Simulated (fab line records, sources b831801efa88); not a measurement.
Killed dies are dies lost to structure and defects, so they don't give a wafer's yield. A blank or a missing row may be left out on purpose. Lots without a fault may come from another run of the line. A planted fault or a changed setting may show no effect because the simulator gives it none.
fab line records | flow gf180mcu
record lots=5 wafers=15 last_day=34
route steps=602 shown V2@395 M3@409 V3@429
lots that met no fault: from a run of the same line without faults
start_h: hours from the record's first day to the start of the lot's first wafer shown | wait_h: hours since the lot's step before | " the same as in the row above | L1.1+2: a row that stands for several wafers | - no value, or no start given | * or withheld: withheld | < > ~ a bound
route shown NAME@n: a module of which the file shows steps, and the number in the route of the first | usual: mean/standard deviation of fault-free wafers | same: alike in all rows | chamber/n: place in a boat | sites: the reading at each site | _std_site: their standard deviation | _edge_site: outer sites' mean less inner sites' | radius_mm: how far each site lies from the wafer's centre | mask NAME#n: copy n | behind: the tool/chamber that last shaped the wafer | hold: why the lot was held/for how many hours/how that ended | device: the transistor (n, p or np) that didn't switch | end of line: the same wafers' tests at the end of the route | a step without rows: its recipe alone | killed: dies lost to structure and defects at the first sort, not the wafer's yield | map: a wafer's dies, x killed, . not, _ none there
set.NAME: the setting as run; set.NAME@STEP: as run at that earlier step | model.NAME: the simulator's own value behind a step, which no gauge read
lots at some steps of the route; a table a step, a row a wafer
services: from which hour (start_h, from the record's first day; less than 0 if before it) a tool's chamber was out of use, for how many hours, and why
## steps
# step GF_V2_DEVELOP_13
# recipe develop_time_s=60 resist=KrF dev_temp_c=21
# columns lot.wafer tool chamber start_h wait_h
L075.3+5+6 litho_track-02 0 473.58 0.1
L083.1+3+5 litho_track-02 0 540.53 0.2
L086.1+3+4 litho_track-01 0 565.52 0.2
L093.1+4+6 litho_track-02 0 620.78 0.2
L097.1+4+6 litho_track-02 0 651.68 0.2
# step GF_V2_CD_MEAS_14
# recipe target_cd_nm=260
# usual cd_nm=259.9/1.3
# columns lot.wafer tool chamber start_h wait_h cd_nm
L075.3 cd_sem-02 - 473.72 0.1 258.1
L075.5 " - " " 259.7
L075.6 " - " " 258.1
L083.1 cd_sem-02 - 540.68 0.1 260.1
L083.3 " - " " 258.6
L083.5 " - " " 259.5
L086.1 cd_sem-01 - 565.67 0.1 258.8
L086.3 " - " " 258.8
L086.4 " - " " 257.7
L093.1 cd_sem-01 - 620.93 0.1 260.5
L093.4 " - " " 260.9
L093.6 " - " " 259.4
L097.1 cd_sem-02 - 651.83 0.1 261.5
L097.4 " - " " 261.1
L097.6 " - " " 261.8
# step GF_V2_OVL_MEAS_15
# usual V2_OVL=-2/4.8
# columns lot.wafer tool chamber start_h wait_h V2_OVL[nm]
L075.3 overlay-02 - 473.82 0.1 -5
L075.5 " - " " -9
L075.6 " - " " -3
L083.1 overlay-02 - 540.80 0.1 -10
L083.3 " - " " -2
L083.5 " - " " -5
L086.1 overlay-01 - 565.79 0.1 -1
L086.3 " - " " -1
L086.4 " - " " 2
L093.1 overlay-02 - 621.05 0.1 -7
L093.4 " - " " -6
L093.6 " - " " -9
L097.1 overlay-02 - 651.95 0.1 -3
L097.4 " - " " 0
L097.6 " - " " 6
# step GF_V2_ETCH_16
# recipe chemistry=N2/H2 target_depth_a=withheld overetch_a=withheld time_s=withheld target=BARC ion_energy_ev=200 source_w=500 bias_w=100 pressure_mtorr=30 n2_flow_sccm=100 h2_flow_sccm=200
# usual chamber_pressure_mTorr=30.002/0.026 drypump_motor_current_A=6.0/0.4 oes_product_au=0.855/0.0046 throttle_valve_pct=13.225/0.0096
# columns lot.wafer tool chamber start_h wait_h chamber_pressure_mTorr drypump_motor_current_A oes_product_au throttle_valve_pct
L075.3 rie_diel-01 3 473.84 0.0 30.023 6.3 0.849 13.211
L075.5 " 3 " " 29.986 6.3 0.861 13.220
L075.6 " 0 " " 30.006 6.3 0.853 13.230
L083.1 rie_diel-01 3 540.84 0.0 30.007 6.3 0.853 13.217
L083.3 " 0 " " 30.030 6.3 0.861 13.230
L083.5 " 2 " " 29.975 5.4 0.855 13.208
L086.1 rie_diel-01 3 565.83 0.0 29.988 6.3 0.861 13.224
L086.3 " 2 " " 29.967 5.4 0.854 13.227
L086.4 " 0 " " 30.046 6.3 0.849 13.228
L093.1 rie_diel-03 0 621.09 0.0 30.019 5.7 0.859 13.226
L093.4 " 2 " " 30.032 6.4 0.858 13.224
L093.6 " 1 " " 29.996 6.6 0.866 13.218
L097.1 rie_diel-03 2 651.99 0.0 30.020 6.5 0.856 13.229
L097.4 " 3 " " 30.044 6.2 0.850 13.243
L097.6 " 2 " " 29.960 6.5 0.855 13.233
# step GF_V2_ETCH_17
# recipe chemistry=C4F8/O2/Ar mask_material=KrF target=SiO2 stop_on=TiN source_w=1500 bias_w=1200 pressure_mtorr=40 c4f8_flow_sccm=withheld O2_flow_sccm=6 Ar_flow_sccm=300 time_s=withheld target_depth_a=6300
# usual chamber_pressure_mTorr=40.00/0.037 oes_product_au=0.855/0.0047
# columns lot.wafer tool chamber start_h wait_h chamber_pressure_mTorr oes_product_au
L075.3 rie_diel-01 3 - - 40.00 0.848
L075.5 " 3 " " 39.95 0.851
L075.6 " 0 " " 40.02 0.853
L083.1 rie_diel-01 3 - - 39.99 0.863
L083.3 " 0 " " 40.03 0.856
L083.5 " 2 " " 40.06 0.855
L086.1 rie_diel-01 3 - - 39.93 0.852
L086.3 " 2 " " 39.97 0.858
L086.4 " 0 " " 39.94 0.854
L093.1 rie_diel-03 0 - - 40.02 0.860
L093.4 " 2 " " 39.94 0.849
L093.6 " 1 " " 39.97 0.849
L097.1 rie_diel-03 2 - - 40.05 0.854
L097.4 " 3 " " 40.01 0.852
L097.6 " 2 " " 40.02 0.861
# step GF_V2_STRIP_18
# recipe chemistry=O2/N2 power_w=1400 pressure_mtorr=1500 platen_temp_c=250 o2_flow_sccm=3000 n2_flow_sccm=300 overash_fraction=0.5
# usual chamber_pressure_mTorr=1499.9/1.4 drypump_motor_current_A=6.1/0.42 heater_power_w=305/25 oes_product_au=0.593/0.0047
# columns lot.wafer tool chamber start_h wait_h chamber_pressure_mTorr drypump_motor_current_A heater_power_w oes_product_au rf_hours_counter_h
L075.3 plasma_asher-04 0 474.00 - 1498.0 5.7 329 0.600 -
L075.5 " 0 " " 1498.9 5.7 320 0.599 -
L075.6 " 1 " " 1500.0 5.5 344 0.594 -
L083.1 plasma_asher-02 0 540.97 - 1502.3 6.4 314 0.592 75
L083.3 " 1 " " 1500.2 6.2 275 0.589 -
L083.5 " 1 " " 1499.3 6.2 276 0.585 -
L086.1 plasma_asher-03 1 565.96 - 1500.5 6.2 319 0.594 13
L086.3 " 1 " " 1502.9 6.3 323 0.589 -
L086.4 " 0 " " 1498.4 5.2 304 0.594 -
L093.1 plasma_asher-04 1 621.22 - 1503.5 5.5 348 0.597 103
L093.4 " 1 " " 1500.1 5.5 347 0.601 -
L093.6 " 0 " " 1499.1 5.7 333 0.602 -
L097.1 plasma_asher-03 1 652.12 - 1498.8 6.2 314 0.591 23
L097.4 " 0 " " 1500.2 5.1 305 0.596 -
L097.6 " 1 " " 1498.8 6.3 312 0.597 -
# step GF_V2_STRIP_19
# recipe chemistry=post_etch_residue_remover time_s=1200 temp_c=72.5
# columns lot.wafer tool chamber start_h wait_h
L075.3+5+6 wet_bench-02 2 474.07 0.0
L083.1+3+5 wet_bench-03 3 541.07 0.1
L086.1+3+4 wet_bench-04 3 566.06 0.1
L093.1+4+6 wet_bench-03 1 621.32 0.1
L097.1+4+6 wet_bench-04 2 652.22 0.1
# step GF_V2_CLEAN_20
# recipe chemistry=DIW dry=n2_spin
# columns lot.wafer tool chamber start_h wait_h
L075.3+5+6 wet_bench-04 1 474.41 0.0
L083.1+3+5 wet_bench-02 3 541.44 0.0
L086.1+3+4 wet_bench-02 3 566.40 0.0
L093.1+4+6 wet_bench-04 0 621.66 0.0
L097.1+4+6 wet_bench-03 2 652.56 0.0
# step GF_V2_SPUTTER_21
# recipe material=Ti target_thk_nm=15 chamber_pressure_pa=5 power_w=2500 substrate_temp_c=200 time_s=80.02
# usual throttle_valve_pct=30.2/1.3
# columns lot.wafer tool chamber start_h wait_h throttle_valve_pct
L075.3 pvd_sputter-04 - 474.50 0.0 31.3
L075.5 " - " " 27.9
L075.6 " - " " 31.4
L083.1 pvd_sputter-03 - 541.53 0.0 30.3
L083.3 " - " " 29.9
L083.5 " - " " 30.2
L086.1 pvd_sputter-03 - 566.49 0.0 30.2
L086.3 " - " " 30.0
L086.4 " - " " 31.4
L093.1 pvd_sputter-04 - 621.76 0.0 31.6
L093.4 " - " " 27.9
L093.6 " - " " 31.3
L097.1 pvd_sputter-04 - 652.65 0.0 31.3
L097.4 " - " " 31.1
L097.6 " - " " 30.3
# step GF_V2_SPUTTER_22
# recipe material=TiN target_thk_nm=10 chamber_pressure_pa=5 power_w=4000 time_s=40
# usual throttle_valve_pct=30.2/1.3
# columns lot.wafer tool chamber start_h wait_h throttle_valve_pct
L075.3 pvd_sputter-04 - 474.56 0.0 31.2
L075.5 " - " " 27.9
L075.6 " - " " 31.5
L083.1 pvd_sputter-03 - 541.59 0.0 30.3
L083.3 " - " " 30.1
L083.5 " - " " 29.7
L086.1 pvd_sputter-03 - 566.55 0.0 30.2
L086.3 " - " " 29.8
L086.4 " - " " 31.3
L093.1 pvd_sputter-04 - 621.82 0.0 31.5
L093.4 " - " " 28.0
L093.6 " - " " 31.2
L097.1 pvd_sputter-04 - 652.71 0.0 31.7
L097.4 " - " " 31.3
L097.6 " - " " 30.4
# step GF_V2_CVD_23
# recipe material=W target_thk_nm=350 time_s=104.94 temp_c=400 pressure_torr=40
# usual heater_power_w=915/94 susceptor_temp_C=399.94/0.2
# columns lot.wafer tool chamber start_h wait_h heater_power_w susceptor_temp_C
L075.3 cvd_w-02 1 474.64 0.1 945 399.83
L075.5 " 1 " " 943 399.94
L075.6 " 0 " " 967 400.24
L083.1 cvd_w-02 0 541.63 0.0 968 399.97
L083.3 " 0 " " 992 399.69
L083.5 " 0 " " 969 399.63
L086.1 cvd_w-02 1 566.59 0.0 957 399.85
L086.3 " 0 " " 984 399.91
L086.4 " 1 " " 978 399.99
L093.1 cvd_w-01 0 621.86 0.0 892 399.71
L093.4 " 0 " " 908 399.72
L093.6 " 0 " " 897 399.94
L097.1 cvd_w-01 1 652.75 0.0 724 399.88
L097.4 " 0 " " 920 400.06
L097.6 " 0 " " 927 400.03
# step GF_V2_RS_MEAS_24
# recipe thk_meas_gauge=four-point-probe reads=W_of_V2_CVD_23+TiN_of_V2_SPUTTER_22+Ti_of_V2_SPUTTER_21
# usual V2_W_RS=0.327/0.004
# columns lot.wafer tool chamber start_h wait_h V2_W_RS[ohm/sq]
L075.3 film_metro-03 - 474.75 0.1 0.326
L075.5 " - " " 0.322
L075.6 " - " " 0.329
L083.1 film_metro-03 - 541.75 0.1 0.326
L083.3 " - " " 0.331
L083.5 " - " " 0.332
L086.1 film_metro-04 - 566.70 0.1 0.318
L086.3 " - " " 0.324
L086.4 " - " " 0.320
L093.1 film_metro-04 - 621.97 0.1 0.335
L093.4 " - " " 0.329
L093.6 " - " " 0.334
L097.1 film_metro-01 - 652.86 0.1 0.325
L097.4 " - " " 0.331
L097.6 " - " " 0.327
# step GF_V2_THK_MEAS_25
# recipe thk_meas_gauge=xrf reads=W_of_V2_CVD_23
# usual V2_W_THK=350/4.8
# columns lot.wafer tool chamber start_h wait_h V2_W_THK[nm]
L075.3 film_metro-03 - 474.85 0.1 347
L075.5 " - " " 350
L075.6 " - " " 345
L083.1 film_metro-03 - 541.87 0.1 346
L083.3 " - " " 340
L083.5 " - " " 341
L086.1 film_metro-04 - 566.82 0.1 361
L086.3 " - " " 354
L086.4 " - " " 359
L093.1 film_metro-04 - 622.09 0.1 339
L093.4 " - " " 344
L093.6 " - " " 339
L097.1 film_metro-01 - 652.98 0.1 353
L097.4 " - " " 348
L097.6 " - " " 352
# step GF_V2_CMP_26
# recipe stop_on=SiO2 down_force_psi=3.5 platen_rpm=60 t_overpolish_s=15 target_thk_nm=0 pad_velocity_m_s=0.94248
# usual motor_current_A=11.1/0.73 overpolish_run_s=15.000/0.0095 time_to_endpoint_s=85/3.4
# columns lot.wafer tool chamber start_h wait_h motor_current_A overpolish_run_s time_to_endpoint_s
L075.3 cmp-01 3 474.89 0.0 10.7 14.989 84
L075.6 " 3 " " 10.9 14.991 88
L075.5 " 0 " " 10.1 14.977 89
L083.1 cmp-01 2 541.93 0.1 10.6 15.014 79
L083.3 " 0 " " 10.1 14.993 80
L083.5 " 2 " " 10.1 15.016 79
L086.1 cmp-01 1 566.88 0.1 11.5 14.990 87
L086.4 " 2 " " 10.5 14.999 82
L086.3 " 0 " " 10.3 14.984 83
L093.4 cmp-02 3 622.15 0.0 10.5 14.996 82
L093.1 " 1 " " 11.6 15.008 79
L093.6 " 0 " " 12.3 15.008 83
L097.4 cmp-02 2 653.09 0.1 10.6 15.010 84
L097.1 " 0 " " 11.9 14.986 93
L097.6 " 2 " " 10.2 14.986 85
# step GF_M3_SPUTTER_00
# recipe material=Ti target_thk_nm=37.5 arriving_ion_energy_ev=80 substrate_temp_c=200 chamber_pressure_pa=2 power_w=4000 time_s=150
# usual throttle_valve_pct=30.2/1.2
# columns lot.wafer tool chamber start_h wait_h throttle_valve_pct
L075.3 pvd_sputter-03 - 475.19 0.2 30.4
L075.5 " - " " 30.0
L075.6 " - " " 31.3
L083.1 pvd_sputter-04 - 542.23 0.2 30.4
L083.3 " - " " 30.9
L083.5 " - " " 30.8
L086.1 pvd_sputter-04 - 567.18 0.2 31.7
L086.3 " - " " 30.4
L086.4 " - " " 27.9
L093.1 pvd_sputter-02 - 622.45 0.1 31.9
L093.4 " - " " 29.1
L093.6 " - " " 30.0
L097.1 pvd_sputter-02 - 653.34 0.1 30.0
L097.4 " - " " 32.0
L097.6 " - " " 30.1
# step GF_M3_SPUTTER_01
# recipe material=TiN target_thk_nm=30 power_w=6500 time_s=25 chamber_pressure_pa=0.4
# usual throttle_valve_pct=30.3/1.2
# columns lot.wafer tool chamber start_h wait_h throttle_valve_pct
L075.3 pvd_sputter-03 - 475.29 0.1 30.3
L075.5 " - " " 29.9
L075.6 " - " " 31.5
L083.1 pvd_sputter-04 - 542.33 0.1 30.6
L083.3 " - " " 31.3
L083.5 " - " " 30.2
L086.1 pvd_sputter-04 - 567.28 0.1 31.6
L086.3 " - " " 30.2
L086.4 " - " " 27.9
L093.1 pvd_sputter-02 - 622.55 0.1 32.1
L093.4 " - " " 28.8
L093.6 " - " " 30.3
L097.1 pvd_sputter-02 - 653.44 0.1 30.5
L097.4 " - " " 31.9
L097.6 " - " " 30.1
# step GF_M3_SPUTTER_02
# recipe material=AlCu target_thk_nm=450 power_w=10600 time_s=23.9 chamber_pressure_pa=0.4
# usual throttle_valve_pct=30.3/1.2
# columns lot.wafer tool chamber start_h wait_h throttle_valve_pct
L075.3 pvd_sputter-03 - 475.33 0.0 30.6
L075.5 " - " " 29.9
L075.6 " - " " 31.4
L083.1 pvd_sputter-04 - 542.36 0.0 30.4
L083.3 " - " " 31.3
L083.5 " - " " 30.3
L086.1 pvd_sputter-04 - 567.31 0.0 31.6
L086.3 " - " " 30.6
L086.4 " - " " 28.0
L093.1 pvd_sputter-02 - 622.58 0.0 32.1
L093.4 " - " " 29.1
L093.6 " - " " 30.2
L097.1 pvd_sputter-02 - 653.47 0.0 30.2
L097.4 " - " " 32.2
L097.6 " - " " 30.2
# step GF_M3_SPUTTER_03
# recipe material=Ti target_thk_nm=10 substrate_temp_c=300 chamber_pressure_pa=0.3 power_w=3000 time_s=6.7
# usual throttle_valve_pct=30.2/1.2
# columns lot.wafer tool chamber start_h wait_h throttle_valve_pct
L075.3 pvd_sputter-03 - 475.36 0.0 30.7
L075.5 " - " " 30.0
L075.6 " - " " 31.4
L083.1 pvd_sputter-04 - 542.39 0.0 30.5
L083.3 " - " " 31.1
L083.5 " - " " 30.4
L086.1 pvd_sputter-04 - 567.34 0.0 31.5
L086.3 " - " " 30.2
L086.4 " - " " 27.9
L093.1 pvd_sputter-02 - 622.61 0.0 32.1
L093.4 " - " " 28.8
L093.6 " - " " 30.0
L097.1 pvd_sputter-02 - 653.50 0.0 29.9
L097.4 " - " " 32.3
L097.6 " - " " 30.4
# step GF_M3_SPUTTER_04
# recipe material=TiN target_thk_nm=50 power_w=6500 time_s=41.7 chamber_pressure_pa=0.4
# usual throttle_valve_pct=30.2/1.2
# columns lot.wafer tool chamber start_h wait_h throttle_valve_pct
L075.3 pvd_sputter-03 - 475.38 0.0 30.2
L075.5 " - " " 30.3
L075.6 " - " " 31.2
L083.1 pvd_sputter-04 - 542.41 0.0 30.5
L083.3 " - " " 31.4
L083.5 " - " " 30.2
L086.1 pvd_sputter-04 - 567.36 0.0 31.5
L086.3 " - " " 30.6
L086.4 " - " " 28.2
L093.1 pvd_sputter-02 - 622.63 0.0 32.2
L093.4 " - " " 28.8
L093.6 " - " " 30.2
L097.1 pvd_sputter-02 - 653.52 0.0 30.2
L097.4 " - " " 32.3
L097.6 " - " " 30.3
# step GF_M3_RS_MEAS_05
# recipe thk_meas_gauge=four-point-probe reads=TiN_of_M3_SPUTTER_04+Ti_of_M3_SPUTTER_03+AlCu_of_M3_SPUTTER_02+TiN_of_M3_SPUTTER_01+Ti_of_M3_SPUTTER_00
# usual M3_ALCU_RS=0.0697/0.00094
# columns lot.wafer tool chamber start_h wait_h M3_ALCU_RS[ohm/sq]
L075.3 film_metro-04 - 475.46 0.1 0.0674
L075.5 " - " " 0.0682
L075.6 " - " " 0.0687
L083.1 film_metro-02 - 542.45 0.0 0.0693
L083.3 " - " " 0.0699
L083.5 " - " " 0.0693
L086.1 film_metro-02 - 567.40 0.0 0.0700
L086.3 " - " " 0.0688
L086.4 " - " " 0.0694
L093.1 film_metro-04 - 622.67 0.0 0.0708
L093.4 " - " " 0.0699
L093.6 " - " " 0.0696
L097.1 film_metro-02 - 653.56 0.0 0.0704
L097.4 " - " " 0.0711
L097.6 " - " " 0.0706
# step GF_M3_THK_MEAS_06
# recipe thk_meas_gauge=xrf reads=AlCu_of_M3_SPUTTER_02
# usual M3_ALCU_THK=445/5.8
# columns lot.wafer tool chamber start_h wait_h M3_ALCU_THK[nm]
L075.3 film_metro-04 - 475.56 0.1 459
L075.5 " - " " 453
L075.6 " - " " 451
L083.1 film_metro-02 - 542.57 0.1 448
L083.3 " - " " 443
L083.5 " - " " 448
L086.1 film_metro-02 - 567.52 0.1 442
L086.3 " - " " 449
L086.4 " - " " 446
L093.1 film_metro-04 - 622.79 0.1 440
L093.4 " - " " 444
L093.6 " - " " 445
L097.1 film_metro-02 - 653.68 0.1 439
L097.4 " - " " 435
L097.6 " - " " 436
# step GF_M3_DEHYDRATE_07
# recipe temp_c=200 time_s=60
# columns lot.wafer tool chamber start_h wait_h
L075.3+5+6 litho_track-02 0 487.03 11.5
L083.1+3+5 litho_track-03 0 553.33 10.8
L086.1+3+4 litho_track-03 0 578.58 11.0
L093.1+4+6 litho_track-03 0 632.83 10.0
L097.1+4+6 litho_track-03 0 663.18 9.5
# step GF_M3_HMDS_08
# recipe prime_time_s=60 prime_temp_c=120
# same prime_time_s=60
# columns lot.wafer tool chamber start_h wait_h
L075.3+5+6 litho_track-02 0 487.18 0.1
L083.1+3+5 litho_track-03 0 553.48 0.1
L086.1+3+4 litho_track-03 0 578.73 0.1
L093.1+4+6 litho_track-03 0 632.98 0.1
L097.1+4+6 litho_track-03 0 663.33 0.1
# step GF_M3_COAT_09
# recipe resist=KrF spin_rpm=withheld resist_thk_nm=1000
# columns lot.wafer tool chamber start_h wait_h
L075.3+5+6 litho_track-02 0 487.33 0.1
L083.1+3+5 litho_track-03 0 553.63 0.1
L086.1+3+4 litho_track-03 0 578.88 0.1
L093.1+4+6 litho_track-03 0 633.13 0.1
L097.1+4+6 litho_track-03 0 663.48 0.1
# step GF_M3_SOFTBAKE_10
# recipe temp_c=130 time_s=60 resist=KrF
# columns lot.wafer tool chamber start_h wait_h
L075.3+5+6 litho_track-02 0 487.48 0.1
L083.1+3+5 litho_track-03 0 553.78 0.1
L086.1+3+4 litho_track-03 0 579.03 0.1
L093.1+4+6 litho_track-03 0 633.28 0.1
L097.1+4+6 litho_track-03 0 663.63 0.1
# step GF_M3_EXPOSE_11
# recipe mask_id=Metal3 target_cd_nm=280 na=0.68 source_shape=conventional sigma_outer=0.6 dose_mj=28
# usual focus_offset_nm=-0.1/0.55
# columns lot.wafer tool chamber start_h wait_h mask focus_offset_nm
L075.3 krf_scanner-01 0 - - Metal3#0 0.0
L075.5 " 0 " " Metal3#0 0.1
L075.6 " 0 " " Metal3#0 -0.3
L083.1 krf_scanner-01 0 - - Metal3#0 -0.2
L083.3 " 0 " " Metal3#0 0.5
L083.5 " 0 " " Metal3#0 -0.2
L086.1 krf_scanner-01 0 - - Metal3#0 0.4
L086.3 " 0 " " Metal3#0 -0.4
L086.4 " 0 " " Metal3#0 0.3
L093.1 krf_scanner-02 0 - - Metal3#0 0.6
L093.4 " 0 " " Metal3#0 0.7
L093.6 " 0 " " Metal3#0 -0.5
L097.1 krf_scanner-01 0 - - Metal3#0 0.1
L097.4 " 0 " " Metal3#0 0.5
L097.6 " 0 " " Metal3#0 0.6
# step GF_M3_PEB_12
# recipe peb_temp_c=135 peb_time_s=90 resist=KrF
# columns lot.wafer tool chamber start_h wait_h
L075.3+5+6 litho_track-02 0 - -
L083.1+3+5 litho_track-02 0 - -
L086.1+3+4 litho_track-03 0 - -
L093.1+4+6 litho_track-04 0 - -
L097.1+4+6 litho_track-03 0 - -
# step GF_M3_DEVELOP_13
# recipe develop_time_s=60 dev_temp_c=21
# columns lot.wafer tool chamber start_h wait_h
L075.3+5+6 litho_track-02 0 499.43 0.1
L083.1+3+5 litho_track-02 0 564.53 0.2
L086.1+3+4 litho_track-03 0 589.53 0.2
L093.1+4+6 litho_track-04 0 643.15 0.2
L097.1+4+6 litho_track-03 0 673.33 0.2
# step GF_M3_CD_MEAS_14
# recipe target_cd_nm=280
# usual cd_nm=280.2/1.1
# columns lot.wafer tool chamber start_h wait_h cd_nm
L075.3 cd_sem-02 - 499.57 0.1 280.0
L075.5 " - " " 281.2
L075.6 " - " " 280.8
L083.1 cd_sem-01 - 564.68 0.1 279.1
L083.3 " - " " 281.3
L083.5 " - " " 279.4
L086.1 cd_sem-01 - 589.68 0.1 280.0
L086.3 " - " " 279.9
L086.4 " - " " 280.3
L093.1 cd_sem-01 - 643.30 0.1 277.5
L093.4 " - " " 277.3
L093.6 " - " " 280.2
L097.1 cd_sem-01 - 673.48 0.1 282.2
L097.4 " - " " 281.9
L097.6 " - " " 281.8
# step GF_M3_OVL_MEAS_15
# usual M3_OVL=2/6.1
# columns lot.wafer tool chamber start_h wait_h M3_OVL[nm]
L075.3 overlay-02 - 499.67 0.1 3
L075.5 " - " " -2
L075.6 " - " " 11
L083.1 overlay-02 - 564.80 0.1 2
L083.3 " - " " 1
L083.5 " - " " 3
L086.1 overlay-02 - 589.80 0.1 17
L086.3 " - " " 8
L086.4 " - " " 0
L093.1 overlay-02 - 643.42 0.1 -5
L093.4 " - " " -11
L093.6 " - " " -6
L097.1 overlay-01 - 673.60 0.1 7
L097.4 " - " " 9
L097.6 " - " " 4
# step GF_M3_METAL_ETCH_16
# recipe chemistry=Cl2/BCl3 mask_material=KrF target_depth_nm=750.8 stop_on=SiO2 pressure_mtorr=8 icp_w=800 bias_w=140 Cl2_flow_sccm=80 bcl3_flow_sccm=40 time_s=125.1
# usual chamber_pressure_mTorr=8.000/0.0069 drypump_motor_current_A=5.5/0.34 mfc_cl2_sccm=80.04/0.25 oes_product_au=0.991/0.0056 throttle_valve_pct=28.228/0.011
# columns lot.wafer tool chamber start_h wait_h chamber_pressure_mTorr drypump_motor_current_A mfc_cl2_sccm oes_product_au rf_hours_counter_h throttle_valve_pct
L075.3 rie_metal-03 1 499.73 0.1 8.003 5.8 80.01 0.984 - 28.229
L075.5 " 0 " " 8.000 5.7 79.83 0.995 - 28.235
L075.6 " 1 " " 8.012 5.8 79.84 0.990 - 28.225
L083.1 rie_metal-03 0 564.84 0.0 8.000 5.8 79.71 0.989 10 28.249
L083.3 " 0 " " 7.996 5.8 79.43 0.993 - 28.213
L083.5 " 0 " " 7.998 5.7 79.86 0.989 - 28.217
L086.1 rie_metal-03 0 589.83 0.0 8.002 5.7 80.19 0.988 11 28.224
L086.3 " 1 " " 7.999 5.8 79.87 0.994 - 28.213
L086.4 " 0 " " 8.005 5.7 80.35 0.995 - 28.225
L093.1 rie_metal-04 0 643.46 0.0 8.010 5.2 79.86 0.998 8 28.233
L093.4 " 0 " " 7.999 5.2 79.66 0.995 - 28.221
L093.6 " 0 " " 8.000 5.2 79.41 1.001 - 28.237
L097.1 rie_metal-04 1 673.63 0.0 7.994 4.9 79.96 0.983 6 28.229
L097.4 " 1 " " 7.999 4.9 79.81 0.987 - 28.214
L097.6 " 1 " " 8.001 4.9 79.95 0.997 - 28.222
# step GF_M3_STRIP_17
# recipe chemistry=O2/N2 power_w=1400 pressure_mtorr=1500 platen_temp_c=250 o2_flow_sccm=3000 n2_flow_sccm=300 overash_fraction=0.5
# usual chamber_pressure_mTorr=1500.0/1.3 drypump_motor_current_A=5.5/0.45 heater_power_w=314/17 oes_product_au=0.536/0.0049 strip_time_to_endpoint_s=7.36/0.058
# columns lot.wafer tool chamber start_h wait_h chamber_pressure_mTorr drypump_motor_current_A heater_power_w oes_product_au rf_hours_counter_h strip_time_to_endpoint_s
L075.3 plasma_asher-04 0 499.85 0.1 1500.8 5.8 331 0.543 - 7.43
L075.5 " 1 " " 1500.7 5.5 358 0.534 - 7.40
L075.6 " 0 " " 1499.7 5.7 336 0.541 - 7.42
L083.1 plasma_asher-03 1 565.10 0.2 1500.5 6.3 321 0.537 13 7.43
L083.3 " 0 " " 1499.5 5.1 306 0.535 - 7.40
L083.5 " 1 " " 1498.6 6.3 322 0.539 - 7.41
L086.1 plasma_asher-04 0 589.96 0.1 1498.8 5.7 327 0.543 99 7.41
L086.3 " 0 " " 1500.5 5.7 328 0.530 - 7.29
L086.4 " 1 " " 1497.8 5.5 346 0.538 - 7.37
L093.1 plasma_asher-01 1 643.58 0.1 1499.7 5.3 286 0.532 53 7.28
L093.4 " 1 " " 1499.6 5.3 286 0.530 - 7.33
L093.6 " 0 " " 1497.9 5.2 315 0.534 - 7.34
L097.1 plasma_asher-01 1 673.76 0.1 1499.8 5.3 289 0.539 56 7.37
L097.4 " 0 " " 1498.8 5.2 318 0.539 - 7.39
L097.6 " 0 " " 1500.4 5.2 310 0.532 - 7.37
# step GF_M3_STRIP_18
# recipe chemistry=post_etch_residue_remover time_s=1200 temp_c=72.5
# columns lot.wafer tool chamber start_h wait_h
L075.3+5+6 wet_bench-03 3 499.92 0.0
L083.1+3+5 wet_bench-02 0 565.20 0.1
L086.1+3+4 wet_bench-02 0 590.06 0.1
L093.1+4+6 wet_bench-02 1 643.68 0.1
L097.1+4+6 wet_bench-01 2 673.86 0.1
# step GF_M3_CLEAN_19
# recipe chemistry=DIW dry=n2_spin
# columns lot.wafer tool chamber start_h wait_h
L075.3+5+6 wet_bench-02 1 500.29 0.0
L083.1+3+5 wet_bench-03 0 565.57 0.0
L086.1+3+4 wet_bench-02 1 590.44 0.0
L093.1+4+6 wet_bench-01 0 644.37 0.0
L097.1+4+6 wet_bench-03 0 674.20 0.0
# step GF_V3_CVD_00
# recipe material=SiO2 target_thk_nm=600 sigma_open_frac=0.3 temp_c=400 time_s=100 sih4_flow_sccm=60 pressure_mtorr=6
# usual pressure_mtorr=6.000/0.012 susceptor_temp_C=400.01/0.21
# columns lot.wafer tool chamber start_h wait_h pressure_mtorr susceptor_temp_C
L075.3 hdpcvd-02 1 500.38 0.0 6.000 400.26
L075.5 " 0 " " 5.986 399.96
L075.6 " 2 " " 6.006 399.45
L083.1 hdpcvd-02 1 565.67 0.0 6.001 400.01
L083.3 " 2 " " 6.015 399.76
L083.5 " 0 " " 5.996 400.46
L086.1 hdpcvd-01 2 590.54 0.0 5.994 400.37
L086.3 " 1 " " 6.009 400.00
L086.4 " 1 " " 6.002 399.82
L093.1 hdpcvd-01 0 644.46 0.0 6.014 400.32
L093.4 " 2 " " 6.000 400.48
L093.6 " 1 " " 6.006 399.82
L097.1 hdpcvd-02 2 674.29 0.0 5.997 399.96
L097.4 " 0 " " 6.015 399.83
L097.6 " 2 " " 6.012 399.85
# step GF_V3_THK_MEAS_01
# recipe reads=SiO2_of_V3_CVD_00
# usual V3_CVD_00_THK=600/5.9
# columns lot.wafer tool chamber start_h wait_h V3_CVD_00_THK[nm]
L075.3 film_metro-02 - 500.48 0.1 596
L075.5 " - " " 592
L075.6 " - " " 603
L083.1 film_metro-01 - 565.74 0.0 603
L083.3 " - " " 597
L083.5 " - " " 601
L086.1 film_metro-03 - 590.61 0.0 596
L086.3 " - " " 599
L086.4 " - " " 600
L093.1 film_metro-03 - 644.53 0.0 598
L093.4 " - " " 594
L093.6 " - " " 594
L097.1 film_metro-01 - 674.37 0.0 602
L097.4 " - " " 600
L097.6 " - " " 598
## services
# columns tool chamber start_h hours kind
krf_scanner-01 - 462.71 11.4 repair
krf_scanner-01 - 466.70 4.5 repair
rie_diel-03 - 468.43 0.7 repair
rie_diel-01 2 472.15 3.5 repair
krf_scanner-01 - 476.06 0.8 pm
rie_diel-01 3 480.81 14.5 repair
krf_scanner-01 - 488.17 1.3 pm
rie_diel-01 0 488.51 5.4 repair
krf_scanner-01 - 498.94 1.0 pm
pvd_sputter-02 - 500.35 3.0 repair
rie_diel-01 1 502.96 7.0 repair
rie_diel-03 3 517.27 16.5 repair
krf_scanner-01 - 525.73 0.4 repair
pvd_sputter-02 - 532.79 3.6 repair
pvd_sputter-03 - 541.90 1.8 repair
wet_bench-03 - 555.30 1.0 repair
pvd_sputter-02 - 561.35 1.7 repair
rie_diel-01 - 576.36 2.8 pm
pvd_sputter-03 - 578.31 3.4 repair
pvd_sputter-03 - 586.93 3.3 repair
pvd_sputter-03 - 597.19 5.2 repair
rie_diel-01 1 599.72 2.5 repair
pvd_sputter-03 - 612.64 1.7 repair
rie_diel-01 0 662.46 2.5 repair
## key
fault none
